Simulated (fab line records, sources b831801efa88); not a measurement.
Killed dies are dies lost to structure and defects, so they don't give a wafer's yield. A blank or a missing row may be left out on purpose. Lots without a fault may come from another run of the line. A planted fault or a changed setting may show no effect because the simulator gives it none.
A struck lot beside a sound one | flow gf180mcu | 15 steps out of a route of 602
Sound: wafers L448.2, L448.4, L448.6. Struck: wafers L438.2, L438.5, L438.6. The cause comes at the end.
At each step with rows: each side's tool, then ch and its chambers, then its first start. Under that, the readings that differ: sound wafers | struck wafers | difference of the means | sigmas: that difference in standard deviations of wafers without a fault.
alike: readings whose means differ by less than 2 such deviations, and words and numbers that are the same on both sides. not compared: withheld readings, readings that some wafer has no value for, bounds like >300 that may hide the same value, and numbers for which the record gives no deviation and whose values overlap.
The two part at a step that has a row with sigmas, a row that says differs or no value, or rows on one side only. Numbers that don't overlap but have no deviation are shown without sigmas and don't part them. A reading that every wafer of one side lacks parts them only if that side has two wafers or more.

GF_M4_SPUTTER_04: material TiN, target thk 50 nm, time 41.7 s.
  sound on pvd_sputter-04, day 27 07:38; struck on pvd_sputter-02, day 23 16:03
  alike: chamber_pressure_pa, throttle_valve_pct
GF_M4_RS_MEAS_05: measures by four-point-probe.
  sound on film_metro-02, day 27 07:41; struck on film_metro-04, day 23 16:07
  alike: M4_ALCU_RS
GF_M4_THK_MEAS_06: measures by xrf.
  sound on film_metro-02, day 27 07:48; struck on film_metro-04, day 23 16:13
  alike: M4_ALCU_THK
then, 3 steps without rows for these wafers: GF_M4_DEHYDRATE_07 (time 60 s); GF_M4_HMDS_08 (prime time 60 s); GF_M4_COAT_09 (resist thk 1000 nm).
GF_M4_SOFTBAKE_10: time 60.87 s.
  sound on litho_track-01 ch 0, day 27 16:30; struck on litho_track-04 ch 0, day 24 03:20
  alike: plate_sensor_t_centre_C, plate_sensor_t_edge_C
then, 3 steps without rows for these wafers: GF_M4_EXPOSE_11 (exposes mask Metal4, target cd 280 nm); GF_M4_PEB_12 (peb time 90 s); GF_M4_DEVELOP_13 (develop time 60 s).
GF_M4_CD_MEAS_14: target cd 280 nm.
  sound on cd_sem-01, day 28 02:59; struck on cd_sem-01, day 24 13:59
  alike: cd_nm
GF_M4_OVL_MEAS_15:
  sound on overlay-01, day 28 03:06; struck on overlay-01, day 24 14:05
  alike: M4_OVL
GF_M4_METAL_ETCH_16: etches the open film in Cl2/BCl3, stops on SiO2, target depth 627.5 nm, time 104.6 s.
  sound on rie_metal-04 ch 0, day 28 03:10; struck on rie_metal-04 ch 0,1, day 24 14:07
  reading    | sound             | struck            | difference | sigmas
  bias_w (W) | 140.6 140.2 140.4 | 135.1 134.3 134.2 | -5.9       | -14
  alike: bcl3_flow_sccm, drypump_motor_current_A, oes_product_au, rf_fwd_power_W, throttle_valve_pct
  not compared: rf_hours_counter_h
GF_M4_STRIP_17: strips in O2/N2.
  sound on plasma_asher-03 ch 0,1, day 28 03:21; struck on plasma_asher-03 ch 0,1, day 24 14:13
  alike: drypump_motor_current_A, heater_power_w, oes_product_au, strip_time_to_endpoint_s
  not compared: rf_hours_counter_h
GF_PASSIVATION_PROBE_99:
  the record has rows for the sound wafers here (prober-01, day 32 23:49) and none for the struck ones

WHERE THEY PART
First at GF_M4_METAL_ETCH_16; last, within this record, at GF_PASSIVATION_PROBE_99.

WHY: what the simulator had put in
Process parameter drift: rie_metal-04, from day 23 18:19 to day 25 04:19, at GF_M4_METAL_ETCH_16. Setting bias_w, moved by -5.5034, from 140. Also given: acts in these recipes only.
